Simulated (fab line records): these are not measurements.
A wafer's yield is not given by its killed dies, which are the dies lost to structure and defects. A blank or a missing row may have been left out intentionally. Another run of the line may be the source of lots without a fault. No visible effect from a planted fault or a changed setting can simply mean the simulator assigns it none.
fab line records	flow sky130
[record] lots = 9	wafers = 27	lastDay = 50
route steps=708 shown VIA1@472 METAL2@485 PAD_OPEN@708
lots that met no fault: from a run of the same line without faults
startH: start of the lot's first displayed wafer, in hours after the record's first day	waitH: hours elapsed since this lot's preceding step	" repeats the value in the row above	L1.1+2: one row covering several wafers at once	- no value, or no start given	* or withheld: withheld	< > ~ a bound
route shown NAME@n: a module of which the file shows steps, and the number in the route of the first	usual: mean and standard deviation over wafers with no fault	same: alike in all rows	chamber/n: place in a boat	sites: the reading at each site	_std_site: the standard deviation of these	_edge_site: inner sites' mean taken away from outer sites' mean	radiusMm: how far each site lies from the wafer's centre	mask NAME#n: copy n	behind: tool/chamber where the wafer was last shaped	hold: cause of the lot's hold/its duration in hours/its outcome	device: which transistor (n, p or np) failed to switch	end of line: the tests these same wafers got at the end of their route	step lacking rows: just its recipe	killed: at the first sort, the dies lost to defects and structure; wafer yield is something else	map: dies across one wafer; x = killed, . = not, _ = none there
set.NAME: the setting the step ran with; set.NAME@STEP: the setting that earlier step ran with	model.NAME: the simulator's own value behind a step, which no gauge read
the route's steps for a sample of lots (tables are steps, rows are wafers)
services: the hour from which a tool's chamber was out of use, counted from the record's first day as startH (under 0 if before that day), plus the number of hours and why
[[steps]]
[step SKY_VIA1_ETCH_14]
[recipe] chemistry = N2/H2	target = BARC	ionEnergyEv = 200	sourceW = 500	biasW = 97.28	pressureMtorr = 30	n2FlowSccm = 100	h2FlowSccm = 200	stopOn = SiO2	timeS = 45.9	targetDepthA = 600
[usual] chamberPressureMTorr = 30.003/0.028	drypumpMotorCurrentA = 5.7/0.57	oesProductAu = 0.855/0.0047	throttleValvePct = 13.226/0.0091
lot.wafer	tool	chamber	startH	waitH	chamberPressureMTorr	drypumpMotorCurrentA	oesProductAu	rfHoursCounterH	throttleValvePct
L385.1	rieDiel-02	2	799.38	0.0	29.935	6.4	0.854	1	13.232
L385.2	"	3	"	"	30.039	5.0	0.851	13	13.217
L385.3	"	1	"	"	29.995	6.0	0.849	6	13.226
L387.2	rieDiel-02	2	821.69	0.0	30.005	6.3	0.855	1	13.229
L387.3	"	3	"	"	30.059	5.0	0.858	13	13.221
L387.5	"	0	"	"	29.975	5.5	0.856	-	13.226
L391.4	rieDiel-02	0	851.98	0.0	29.997	5.5	0.858	26	13.229
L391.5	"	0	"	"	29.999	5.5	0.858	-	13.224
L391.6	"	1	"	"	29.967	6.0	0.852	-	13.238
L394.1	rieDiel-01	0	876.58	0.0	29.980	5.4	0.853	17	13.231
L394.4	"	3	"	"	29.965	6.8	0.861	11	13.229
L394.5	"	3	"	"	30.016	6.8	0.852	-	13.226
L395.2	rieDiel-02	0	887.08	0.0	30.004	5.5	0.855	27	13.228
L395.3	"	2	"	"	29.996	6.4	0.857	3	13.232
L395.4	"	3	"	"	29.999	5.0	0.860	15	13.232
L397.3	rieDiel-02	0	905.78	0.0	30.067	5.5	0.851	28	13.230
L397.5	"	2	"	"	29.988	6.3	0.857	-	13.213
L397.6	"	1	"	"	30.019	6.0	0.857	-	13.238
L399.2	rieDiel-02	2	926.03	0.0	30.011	6.4	0.850	4	13.229
L399.3	"	3	"	"	29.999	5.0	0.849	17	13.238
L399.5	"	1	"	"	30.013	6.0	0.849	-	13.232
L405.2	rieDiel-01	3	950.68	0.0	30.008	6.8	0.857	13	13.226
L405.4	"	3	"	"	30.027	6.8	0.856	-	13.230
L405.6	"	2	"	"	30.016	5.1	0.854	-	13.223
L406.1	rieDiel-01	3	957.23	0.0	29.995	6.8	0.849	13	13.213
L406.3	"	2	"	"	30.004	5.1	0.860	4	13.219
L406.6	"	1	"	"	30.024	6.2	0.860	-	13.240
[step SKY_METAL2_SPUTTER_02]
[recipe] material = AlCu	targetThkNm = 250	powerW = 10600	timeS = 13.3	chamberPressurePa = 0.4
[usual] throttleValvePct = 30.4/1.1
lot.wafer	tool	chamber	startH	waitH	throttleValvePct
L385.1	pvdSputter-02	-	800.75	0.0	29.3
L385.2	"	-	"	"	30.8
L385.3	"	-	"	"	31.8
L387.2	pvdSputter-02	-	823.06	0.0	31.2
L387.3	"	-	"	"	31.9
L387.5	"	-	"	"	28.9
L391.4	pvdSputter-02	-	853.34	0.0	31.7
L391.5	"	-	"	"	31.9
L391.6	"	-	"	"	29.2
L394.1	pvdSputter-02	-	879.02	0.0	31.8
L394.4	"	-	"	"	30.9
L394.5	"	-	"	"	31.0
L395.2	pvdSputter-01	-	888.45	0.0	30.7
L395.3	"	-	"	"	31.2
L395.4	"	-	"	"	29.0
L397.3	pvdSputter-02	-	907.14	0.0	29.0
L397.5	"	-	"	"	30.8
L397.6	"	-	"	"	32.0
L399.2	pvdSputter-01	-	927.40	0.0	31.0
L399.3	"	-	"	"	30.5
L399.5	"	-	"	"	30.9
L405.2	pvdSputter-03	-	952.04	0.0	30.6
L405.4	"	-	"	"	29.4
L405.6	"	-	"	"	29.4
L406.1	pvdSputter-01	-	958.59	0.0	31.0
L406.3	"	-	"	"	28.8
L406.6	"	-	"	"	29.1
[step SKY_METAL2_RS_MEAS_05]
[recipe] thkMeasGauge = four-point-probe	reads = TiN_of_METAL2_SPUTTER_04+Ti_of_METAL2_SPUTTER_03+AlCu_of_METAL2_SPUTTER_02+TiN_of_METAL2_SPUTTER_01+Ti_of_METAL2_SPUTTER_00
[usual] METAL2_ALCU_RS = 0.1266/0.0012
lot.wafer	tool	chamber	startH	waitH	METAL2_ALCU_RS[ohm/sq]
L385.1	filmMetro-02	-	800.84	0.0	0.1271
L385.2	"	-	"	"	0.1274
L385.3	"	-	"	"	0.1266
L387.2	filmMetro-04	-	823.17	0.0	0.1275
L387.3	"	-	"	"	0.1284
L387.5	"	-	"	"	0.1257
L391.4	filmMetro-01	-	853.49	0.1	0.1281
L391.5	"	-	"	"	0.1269
L391.6	"	-	"	"	0.1266
L394.1	filmMetro-02	-	879.11	0.0	0.1262
L394.4	"	-	"	"	0.0914
L394.5	"	-	"	"	0.0919
L395.2	filmMetro-04	-	888.56	0.0	0.1251
L395.3	"	-	"	"	0.1278
L395.4	"	-	"	"	0.1249
L397.3	filmMetro-01	-	907.28	0.1	0.1254
L397.5	"	-	"	"	0.0907
L397.6	"	-	"	"	0.1271
L399.2	filmMetro-02	-	927.51	0.0	0.1247
L399.3	"	-	"	"	0.1254
L399.5	"	-	"	"	0.1271
L405.2	filmMetro-02	-	952.15	0.0	0.1271
L405.4	"	-	"	"	0.1280
L405.6	"	-	"	"	0.1253
L406.1	filmMetro-04	-	958.68	0.0	0.1265
L406.3	"	-	"	"	0.1250
L406.6	"	-	"	"	0.1254
[step SKY_METAL2_THK_MEAS_06]
[recipe] thkMeasGauge = xrf	reads = AlCu_of_METAL2_SPUTTER_02
[usual] METAL2_ALCU_THK = 246.3/2.7
lot.wafer	tool	chamber	startH	waitH	METAL2_ALCU_THK[nm]
L385.1	filmMetro-02	-	800.96	0.1	242.8
L385.2	"	-	"	"	245.1
L385.3	"	-	"	"	244.7
L387.2	filmMetro-04	-	823.28	0.1	245.3
L387.3	"	-	"	"	244.6
L387.5	"	-	"	"	248.4
L391.4	filmMetro-01	-	853.58	0.1	245.8
L391.5	"	-	"	"	245.6
L391.6	"	-	"	"	247.5
L394.1	filmMetro-02	-	879.23	0.1	244.4
L394.4	"	-	"	"	335.9
L394.5	"	-	"	"	334.8
L395.2	filmMetro-04	-	888.67	0.1	247.8
L395.3	"	-	"	"	245.9
L395.4	"	-	"	"	248.4
L397.3	filmMetro-01	-	907.38	0.1	251.4
L397.5	"	-	"	"	341.6
L397.6	"	-	"	"	246.0
L399.2	filmMetro-02	-	927.62	0.1	248.2
L399.3	"	-	"	"	249.2
L399.5	"	-	"	"	243.0
L405.2	filmMetro-02	-	952.26	0.1	243.5
L405.4	"	-	"	"	240.5
L405.6	"	-	"	"	246.6
L406.1	filmMetro-04	-	958.80	0.1	245.9
L406.3	"	-	"	"	249.6
L406.6	"	-	"	"	247.8
[step SKY_METAL2_OVL_MEAS_16]
[usual] METAL2_OVL = 0/4.5
lot.wafer	tool	chamber	startH	waitH	METAL2_OVL[nm]
L385.1	overlay-01	-	827.14	0.1	-2
L385.2	"	-	"	"	-8
L385.3	"	-	"	"	-3
L387.2	overlay-02	-	849.74	0.1	-4
L387.3	"	-	"	"	3
L387.5	"	-	"	"	-3
L391.4	overlay-02	-	879.96	0.1	-4
L391.5	"	-	"	"	1
L391.6	"	-	"	"	-8
L394.1	overlay-01	-	905.39	0.1	-1
L394.4	"	-	"	"	0
L394.5	"	-	"	"	-1
L395.2	overlay-02	-	914.29	0.1	7
L395.3	"	-	"	"	2
L395.4	"	-	"	"	0
L397.3	overlay-02	-	932.96	0.1	6
L397.5	"	-	"	"	4
L397.6	"	-	"	"	1
L399.2	overlay-01	-	952.54	0.1	8
L399.3	"	-	"	"	2
L399.5	"	-	"	"	1
L405.2	overlay-01	-	976.44	0.1	-4
L405.4	"	-	"	"	-2
L405.6	"	-	"	"	3
L406.1	overlay-02	-	982.75	0.1	7
L406.3	"	-	"	"	8
L406.6	"	-	"	"	7
[step SKY_METAL2_DESCUM_17]
[recipe] chemistry = O2	sourcePowerW = 150	biasPowerW = 0	pressureMtorr = 10	tempC = 40	timeS = 8
[usual] chamberPressureMTorr = 10.001/0.0094	drypumpMotorCurrentA = 5.88/0.19	heBacksideLeakSccm = 3.32/0.21	oesProductAu = 0.995/0.011	tempC = 40.01/0.11
lot.wafer	tool	chamber	startH	waitH	chamberPressureMTorr	drypumpMotorCurrentA	heBacksideLeakSccm	oesProductAu	rfHoursCounterH	tempC
L385.1	rieMetal-03	1	827.18	0.0	10.009	5.91	3.19	0.995	9	39.96
L385.2	"	0	"	"	9.994	5.91	3.51	1.006	4	39.82
L385.3	"	1	"	"	10.014	5.86	3.22	1.003	-	39.91
L387.2	rieMetal-01	0	849.78	0.0	9.994	5.74	3.16	0.981	-	39.97
L387.3	"	0	"	"	9.990	5.74	3.17	0.982	-	39.99
L387.5	"	0	"	"	10.022	5.74	2.95	0.978	-	39.97
L391.4	rieMetal-01	1	879.99	0.0	10.006	5.83	3.60	0.992	-	40.12
L391.5	"	1	"	"	9.999	5.83	3.38	0.981	-	39.95
L391.6	"	0	"	"	10.001	5.74	3.13	0.984	-	40.02
L394.1	rieMetal-01	1	905.43	0.0	10.006	5.83	3.65	0.991	2	40.13
L394.4	"	0	"	"	9.990	5.75	3.20	0.998	-	39.95
L394.5	"	0	"	"	10.010	5.74	3.09	0.988	-	39.95
L395.2	rieMetal-01	1	914.32	0.0	9.987	5.81	3.48	0.983	3	39.95
L395.3	"	1	"	"	10.005	5.79	3.47	0.988	-	39.96
L395.4	"	0	"	"	10.004	5.75	3.40	0.997	-	39.97
L397.3	rieMetal-01	0	932.99	0.0	9.989	5.75	3.20	0.982	-	40.20
L397.5	"	1	"	"	10.005	5.77	3.49	0.991	-	39.86
L397.6	"	0	"	"	10.004	5.75	3.25	0.980	-	39.96
L399.2	rieMetal-01	0	952.57	0.0	10.004	5.75	3.29	0.992	19	40.03
L399.3	"	0	"	"	9.999	5.74	2.99	0.988	-	39.99
L399.5	"	0	"	"	10.022	5.74	3.23	0.988	-	40.10
L405.2	rieMetal-04	0	976.47	0.0	9.999	6.36	3.38	1.013	18	40.01
L405.4	"	1	"	"	10.013	6.00	3.43	1.015	-	39.85
L405.6	"	1	"	"	10.014	6.01	3.40	1.006	-	40.07
L406.1	rieMetal-04	0	982.78	0.0	9.998	6.40	3.28	1.022	19	39.83
L406.3	"	1	"	"	10.001	6.00	3.04	1.023	-	40.14
L406.6	"	1	"	"	9.998	6.01	2.99	1.006	-	40.07
[step SKY_METAL2_METAL_ETCH_19]
[recipe] targetDepthA = 3600	stopOn = SiO2	overEtchFrac = 0.3	timeS = 78	chemistry = Cl2/BCl3	resistSidewallDeg = 88	pressureMtorr = 10	icpW = 900	biasW = 48.5	Cl2_flow_sccm = 60	bcl3FlowSccm = 30
[usual] chamberPressureMTorr = 9.999/0.0095	drypumpMotorCurrentA = 5.88/0.19	heBacksideLeakSccm = 3.34/0.26	oesProductAu = 0.855/0.0058	throttleValvePct = 22.265/0.0081
lot.wafer	tool	chamber	startH	waitH	chamberPressureMTorr	drypumpMotorCurrentA	heBacksideLeakSccm	oesProductAu	rfHoursCounterH	throttleValvePct
L385.1	rieMetal-03	1	827.27	0.0	9.998	5.87	3.31	0.847	9	22.260
L385.2	"	0	"	"	9.999	5.88	3.47	0.842	4	22.268
L385.3	"	1	"	"	10.001	5.89	3.28	0.853	-	22.265
L387.2	rieMetal-01	0	849.99	0.1	10.009	5.75	3.21	0.856	-	22.265
L387.3	"	0	"	"	10.005	5.74	3.24	0.850	-	22.263
L387.5	"	0	"	"	9.994	5.75	3.18	0.865	-	22.257
L391.4	rieMetal-01	1	880.11	0.1	10.013	5.79	3.63	0.858	-	22.256
L391.5	"	1	"	"	10.002	5.84	3.46	0.858	-	22.251
L391.6	"	0	"	"	9.985	5.75	3.37	0.859	-	22.274
L394.1	rieMetal-01	1	905.53	0.0	10.017	5.85	3.78	0.854	2	22.268
L394.4	"	0	"	"	9.988	5.74	3.23	0.937	-	22.262
L394.5	"	0	"	"	10.014	5.74	3.19	0.923	-	22.276
L395.2	rieMetal-01	1	914.41	0.0	9.985	5.82	3.36	0.857	3	22.261
L395.3	"	1	"	"	10.004	5.77	3.39	0.852	-	22.257
L395.4	"	0	"	"	10.006	5.75	3.16	0.860	-	22.274
L397.3	rieMetal-01	0	933.11	0.1	10.000	5.75	3.16	0.857	-	22.271
L397.5	"	1	"	"	10.001	5.80	3.19	0.930	-	22.262
L397.6	"	0	"	"	10.007	5.74	4.90	0.851	-	22.257
L399.2	rieMetal-01	0	952.67	0.0	10.013	5.74	3.27	0.859	19	22.267
L399.3	"	0	"	"	9.997	5.75	3.37	0.853	-	22.254
L399.5	"	0	"	"	9.992	5.76	3.07	0.855	-	22.257
L405.2	rieMetal-04	0	976.57	0.0	9.983	6.36	3.28	0.851	18	22.268
L405.4	"	1	"	"	10.004	5.94	3.35	0.845	-	22.267
L405.6	"	1	"	"	10.008	5.98	2.93	0.865	-	22.268
L406.1	rieMetal-04	0	982.88	0.0	10.003	6.39	3.24	0.857	19	22.269
L406.3	"	1	"	"	9.994	5.95	2.70	0.864	-	22.266
L406.6	"	1	"	"	9.997	5.97	2.87	0.853	-	22.267
[step SKY_PAD_OPEN_PROBE_99]
[usual] defectLimitedYield = 82.7/1.7	killed_at_M0_to_M3 = 44/7.1	killed_at_M4_up = 3.3/1.8	killedAtContacts = 23/5.5	killedAtFrontEnd = 15/4.5	killedAtOther = 0.2/0.48	killedDies = 85/8.4	killedOpen = 46/6.6	killedShort = 39/6.1	sort_bin_3_pad_short = 0.9/0.36	sort_bin_5_function = 10.3/1.4	sort_bin_6_memory = 6.2/1	sortNPass = 407/8.4	sortYieldPct = 82.7/1.7
[same] grossDies = 492	killedAtBackSide = 0	sort_bin_4_leakage[%] = 0	sort_bin_8_speed[%] = 0
lot.wafer	tool	chamber	startH	waitH	defectLimitedYield[%]	killed_at_M0_to_M3	killed_at_M4_up	killedAtContacts	killedAtFrontEnd	killedAtOther	killedDies	killedOpen	killedShort	sort_bin_3_pad_short[%]	sort_bin_5_function[%]	sort_bin_6_memory[%]	sortNPass	sortYieldPct[%]
L385.1	prober-01	-	1080.78	0.1	82.7	39	4	25	16	1	85	50	34	0.8	8.9	7.5	407	82.7
L385.2	prober-01	-	1080.83	0.1	81.5	50	7	21	13	0	91	41	50	0.8	9.8	7.9	401	81.5
L385.3	prober-01	-	1080.88	0.2	81.9	39	5	31	14	0	89	41	47	0.6	10.4	7.1	403	81.9
L387.2	prober-01	-	1101.30	1.0	80.5	51	1	30	14	0	96	57	39	0.6	11.2	7.7	396	80.5
L387.3	prober-01	-	1101.35	1.0	82.3	41	3	22	20	1	87	43	44	0.6	9.8	7.3	405	82.3
L387.5	prober-01	-	1101.45	1.1	83.1	42	1	23	17	0	83	56	27	1.2	9.3	6.3	409	83.1
L391.4	prober-01	-	1124.42	0.2	83.1	53	3	14	13	0	83	37	46	0.8	10.4	5.7	409	83.1
L391.5	prober-01	-	1124.47	0.2	85.4	44	3	15	10	0	72	49	23	0.2	9.6	4.9	420	85.4
L391.6	prober-01	-	1124.52	0.2	83.1	42	5	25	10	1	83	43	40	1.0	10.2	5.7	409	83.1
L394.1	prober-02	-	1142.86	0.1	83.3	36	4	23	19	0	82	39	43	0.6	11.4	4.7	410	83.3
L394.4	prober-02	-	1143.01	0.2	82.3	30	8	23	25	1	87	38	47	0.6	12.6	4.5	405	82.3
L394.5	prober-02	-	1143.06	0.2	82.1	44	3	17	24	0	88	40	47	0.8	10.6	6.5	404	82.1
L395.2	prober-01	-	1147.42	0.1	80.9	41	4	25	23	1	94	57	36	1.4	12.4	5.3	398	80.9
L395.3	prober-01	-	1147.47	0.2	79.7	50	4	34	12	0	100	51	49	0.8	12.6	6.9	392	79.7
L395.4	prober-01	-	1147.52	0.2	82.1	50	4	18	15	1	88	50	38	0.8	10.6	6.5	404	82.1
L397.3	prober-02	-	1164.11	0.2	80.9	56	6	22	9	1	94	50	42	0.6	11.8	6.7	398	80.9
L397.5	prober-02	-	1164.21	0.2	83.5	39	2	26	14	0	81	42	39	2.0	7.3	7.1	411	83.5
L397.6	prober-02	-	1164.26	0.2	83.7	36	4	32	8	0	80	43	36	0.8	9.6	5.9	412	83.7
L399.2	prober-02	-	1177.74	0.1	85.0	28	1	30	15	0	74	41	33	0.8	9.8	4.5	418	85.0
L399.3	prober-02	-	1177.79	0.2	82.1	49	4	16	16	3	88	48	40	0.6	9.3	7.9	404	82.1
L399.5	prober-02	-	1177.89	0.2	82.9	31	3	25	25	0	84	42	42	0.8	9.3	6.9	408	82.9
L405.2	prober-02	-	1191.67	0.1	83.7	44	5	14	17	0	80	41	38	0.8	10.6	4.9	412	83.7
L405.4	prober-02	-	1191.77	0.2	85.8	29	2	21	18	0	70	38	32	1.2	7.3	5.7	422	85.8
L405.6	prober-02	-	1191.87	0.2	82.9	49	2	19	14	0	84	56	27	0.4	11.0	5.7	408	82.9
L406.1	prober-01	-	1196.39	0.1	85.4	41	3	12	16	0	72	34	37	1.0	7.1	6.5	420	85.4
L406.3	prober-01	-	1196.49	0.2	81.3	43	5	28	16	0	92	48	41	0	11.8	6.9	400	81.3
L406.6	prober-01	-	1196.64	0.2	80.5	52	4	18	21	1	96	57	39	0.8	12.0	6.7	396	80.5
// killed by level:class
L385.1 CONTACT:geometricParticle:open=12 VIA1:geometricParticle:open=8 LI_CONTACT:geometricParticle:open=7 VIA2:geometricParticle:open=7 FIELD_ISO:geometricParticle:open=6 VIA3:geometricParticle:open=6 FIELD_ISO:geometricParticle:short=5 METAL1:geometricParticle:short=5
L385.2 VIA1:geometricParticle:open=12 CONTACT:geometricParticle:open=8 METAL2:geometricParticle:short=7 METAL3:geometricParticle:short=7 METAL4:geometricParticle:short=6 METAL1:geometricParticle:short=6 VIA2:geometricParticle:open=5 LI_CONTACT:geometricParticle:open=5
L385.3 CONTACT:geometricParticle:open=11 METAL2:geometricParticle:short=8 VIA1:geometricParticle:open=7 LOCAL_INTERCONNECT:geometricParticle:short=7 VIA2:geometricParticle:open=7 VIA1:geometricParticle:short=6 LI_CONTACT:geometricParticle:open=6 FIELD_ISO:geometricParticle:short=5
L387.2 CONTACT:geometricParticle:open=15 VIA1:geometricParticle:open=15 FIELD_ISO:geometricParticle:open=8 METAL1:geometricParticle:short=7 CONTACT:geometricParticle:short=6 VIA3:geometricParticle:open=6 VIA1:geometricParticle:short=5 VIA2:geometricParticle:short=5
L387.3 VIA1:geometricParticle:open=11 FIELD_ISO:geometricParticle:open=6 FIELD_ISO:geometricParticle:short=6 VIA3:geometricParticle:open=6 CONTACT:geometricParticle:open=6 LOCAL_INTERCONNECT:geometricParticle:short=5 VIA2:geometricParticle:open=5 POLY_GATE:geometricParticle:short=4
L387.5 CONTACT:geometricParticle:open=12 VIA1:geometricParticle:open=9 VIA3:geometricParticle:open=8 VIA2:geometricParticle:open=7 FIELD_ISO:geometricParticle:open=5 POLY_GATE:geometricParticle:open=4 LI_CONTACT:geometricParticle:open=4 VIA3:geometricParticle:short=4
L391.4 VIA1:geometricParticle:open=14 VIA3:geometricParticle:open=8 VIA1:geometricParticle:short=7 FIELD_ISO:geometricParticle:short=6 VIA2:geometricParticle:short=6 METAL2:geometricParticle:short=5 LOCAL_INTERCONNECT:geometricParticle:short=4 VIA2:geometricParticle:open=4
L391.5 VIA1:geometricParticle:open=12 VIA2:geometricParticle:open=7 CONTACT:geometricParticle:open=6 FIELD_ISO:geometricParticle:open=5 VIA1:geometricParticle:short=5 LI_CONTACT:geometricParticle:open=4 VIA3:geometricParticle:open=4 METAL1:geometricParticle:open=3
L391.6 VIA1:geometricParticle:open=10 LI_CONTACT:geometricParticle:open=9 METAL2:geometricParticle:short=9 CONTACT:geometricParticle:open=6 VIA3:geometricParticle:open=6 METAL4:geometricParticle:short=4 CONTACT:geometricParticle:short=4 VIA1:geometricParticle:short=4
L394.1 LI_CONTACT:geometricParticle:open=9 VIA2:geometricParticle:short=7 POLY_GATE:geometricParticle:short=7 CONTACT:geometricParticle:open=7 VIA2:geometricParticle:open=6 FIELD_ISO:geometricParticle:open=5 VIA3:geometricParticle:open=5 VIA1:geometricParticle:short=5
L394.4 LI_CONTACT:geometricParticle:open=10 POLY_GATE:geometricParticle:short=8 METAL4:geometricParticle:short=7 FIELD_ISO:geometricParticle:short=5 VIA2:geometricParticle:open=5 FIELD_ISO:geometricParticle:open=4 LI_CONTACT:geometricParticle:short=4 LOCAL_INTERCONNECT:geometricParticle:short=4
L394.5 VIA1:geometricParticle:short=8 POLY_GATE:geometricParticle:short=7 VIA1:geometricParticle:open=7 VIA3:geometricParticle:open=7 CONTACT:geometricParticle:open=6 FIELD_ISO:geometricParticle:open=5 CONTACT:geometricParticle:short=5 METAL1:geometricParticle:short=5
L395.2 CONTACT:geometricParticle:open=14 VIA1:geometricParticle:open=11 POLY_GATE:geometricParticle:open=7 FIELD_ISO:geometricParticle:open=6 LI_CONTACT:geometricParticle:open=6 VIA2:geometricParticle:short=6 METAL2:geometricParticle:short=6 VIA3:geometricParticle:open=4
L395.3 CONTACT:geometricParticle:open=12 VIA1:geometricParticle:open=9 CONTACT:geometricParticle:short=8 VIA3:geometricParticle:short=8 METAL2:geometricParticle:short=8 LOCAL_INTERCONNECT:geometricParticle:short=7 VIA3:geometricParticle:open=7 LI_CONTACT:geometricParticle:open=5
L395.4 VIA1:geometricParticle:open=15 VIA3:geometricParticle:open=9 CONTACT:geometricParticle:open=8 METAL2:geometricParticle:short=8 VIA2:geometricParticle:open=5 POLY_GATE:geometricParticle:open=4 POLY_GATE:geometricParticle:short=4 METAL4:geometricParticle:short=4
L397.3 VIA1:geometricParticle:open=11 VIA2:geometricParticle:open=10 METAL2:geometricParticle:short=8 LI_CONTACT:geometricParticle:open=8 VIA1:geometricParticle:short=7 CONTACT:geometricParticle:open=6 METAL3:geometricParticle:short=6 VIA3:geometricParticle:open=5
L397.5 LI_CONTACT:geometricParticle:open=10 VIA3:geometricParticle:open=9 FIELD_ISO:geometricParticle:open=5 LI_CONTACT:geometricParticle:short=5 VIA2:geometricParticle:open=5 VIA3:geometricParticle:short=5 FIELD_ISO:geometricParticle:short=4 LOCAL_INTERCONNECT:geometricParticle:short=4
L397.6 CONTACT:geometricParticle:open=15 VIA1:geometricParticle:open=8 METAL1:geometricParticle:short=8 LI_CONTACT:geometricParticle:open=7 VIA2:geometricParticle:open=5 CONTACT:geometricParticle:short=4 VIA2:geometricParticle:short=4 POLY_GATE:geometricParticle:short=3
L399.2 CONTACT:geometricParticle:open=10 LI_CONTACT:geometricParticle:open=7 VIA3:geometricParticle:open=7 LOCAL_INTERCONNECT:geometricParticle:short=6 POLY_GATE:geometricParticle:short=5 SPACER:geometricParticle:open=4 LOCAL_INTERCONNECT:geometricParticle:open=4 METAL1:geometricParticle:short=4
L399.3 VIA3:geometricParticle:open=13 LI_CONTACT:geometricParticle:open=7 VIA2:geometricParticle:open=7 METAL1:geometricParticle:short=5 VIA1:geometricParticle:open=5 METAL2:geometricParticle:short=5 VIA2:geometricParticle:short=5 POLY_GATE:geometricParticle:open=4
L399.5 CONTACT:geometricParticle:open=9 LI_CONTACT:geometricParticle:open=9 FIELD_ISO:geometricParticle:short=6 POLY_GATE:geometricParticle:open=5 METAL1:geometricParticle:short=5 VIA1:geometricParticle:short=5 VIA3:geometricParticle:short=4 VIA1:geometricParticle:open=4
L405.2 VIA3:geometricParticle:open=8 VIA1:geometricParticle:open=8 METAL1:geometricParticle:short=6 CONTACT:geometricParticle:open=5 VIA1:geometricParticle:short=5 METAL2:geometricParticle:short=5 POLY_GATE:geometricParticle:short=4 METAL1:geometricParticle:open=4
L405.4 LI_CONTACT:geometricParticle:open=7 FIELD_ISO:geometricParticle:open=6 METAL1:geometricParticle:short=6 VIA1:geometricParticle:open=5 CONTACT:geometricParticle:open=4 POLY_GATE:geometricParticle:open=4 LOCAL_INTERCONNECT:geometricParticle:short=4 CONTACT:geometricParticle:short=4
L405.6 VIA1:geometricParticle:open=12 VIA2:geometricParticle:open=11 LI_CONTACT:geometricParticle:open=10 VIA1:geometricParticle:short=7 CONTACT:geometricParticle:open=6 POLY_GATE:geometricParticle:open=5 METAL2:geometricParticle:short=5 VIA3:geometricParticle:open=5
L406.1 VIA1:geometricParticle:open=12 METAL2:geometricParticle:short=7 FIELD_ISO:geometricParticle:open=4 METAL1:geometricParticle:short=4 VIA1:geometricParticle:short=4 VIA2:geometricParticle:open=4 VIA3:geometricParticle:open=3 POLY_GATE:geometricParticle:open=3
L406.3 CONTACT:geometricParticle:open=11 VIA2:geometricParticle:open=8 METAL1:geometricParticle:short=7 POLY_GATE:geometricParticle:short=7 LI_CONTACT:geometricParticle:open=7 VIA1:geometricParticle:open=6 METAL2:geometricParticle:short=6 LOCAL_INTERCONNECT:geometricParticle:short=5
L406.6 VIA1:geometricParticle:open=14 VIA2:geometricParticle:open=8 LI_CONTACT:geometricParticle:open=7 POLY_GATE:geometricParticle:open=6 CONTACT:geometricParticle:open=6 METAL1:geometricParticle:short=6 METAL2:geometricParticle:short=6 FIELD_ISO:geometricParticle:short=5
[[services]]
tool	chamber	startH	hours	kind
rieMetal-04	0	780.77	10.0	repair
rieMetal-04	-	784.73	2.8	pm
pvdSputter-03	-	799.32	3.9	repair
pvdSputter-01	-	809.58	3.2	repair
pvdSputter-03	-	809.70	5.5	repair
rieMetal-03	-	815.06	2.8	pm
rieMetal-04	-	820.32	0.5	repair
rieMetal-03	1	820.37	4.7	repair
pvdSputter-02	-	836.35	0.5	repair
rieMetal-01	1	839.24	-	clean
rieDiel-02	1	840.59	7.9	repair
rieDiel-02	-	851.02	0.4	repair
rieMetal-04	-	851.79	3.0	repair
pvdSputter-01	-	863.00	1.5	repair
rieDiel-02	0	872.02	3.6	repair
rieDiel-02	-	888.20	2.8	pm
pvdSputter-03	-	888.46	4.6	repair
rieDiel-02	0	907.03	9.8	repair
pvdSputter-03	-	910.81	6.7	repair
pvdSputter-03	-	939.89	1.8	repair
rieDiel-01	-	940.60	1.5	repair
rieMetal-03	-	943.28	1.4	pm
rieDiel-01	0	947.21	17.0	repair
pvdSputter-03	-	968.84	0.6	repair
[[key]]
[firstSign] step = SKY_METAL2_RS_MEAS_05	reading = METAL2_ALCU_RS	direction = down	sigmas = 29	usual = 0.1266	struck = 0.0913
[effect] step = SKY_METAL2_THK_MEAS_06	reading = METAL2_ALCU_THK	direction = up	sigmas = 34	usual = 246.3	struck = 337.4
[effect] step = SKY_METAL2_METAL_ETCH_19	reading = oesProductAu	direction = up	sigmas = 13	usual = 0.855	struck = 0.930
metAt SKY_METAL2_SPUTTER_02
struckLots L394,L397
struckWafers L394.4,L394.5,L397.5
notActingAt SKY_VIA1_ETCH_14,SKY_METAL2_OVL_MEAS_16,SKY_METAL2_DESCUM_17
onsetBetween 823.06 879.02
[fault] kind = processParameterDrift	tool = pvdSputter-02	chamber = -	onsetH = 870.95	steps = SKY_METAL2_SPUTTER_02	channel = timeS	offset = *	shape = step	endH = 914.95	actsIn = *	stated = *	scope = struckWafersOnly
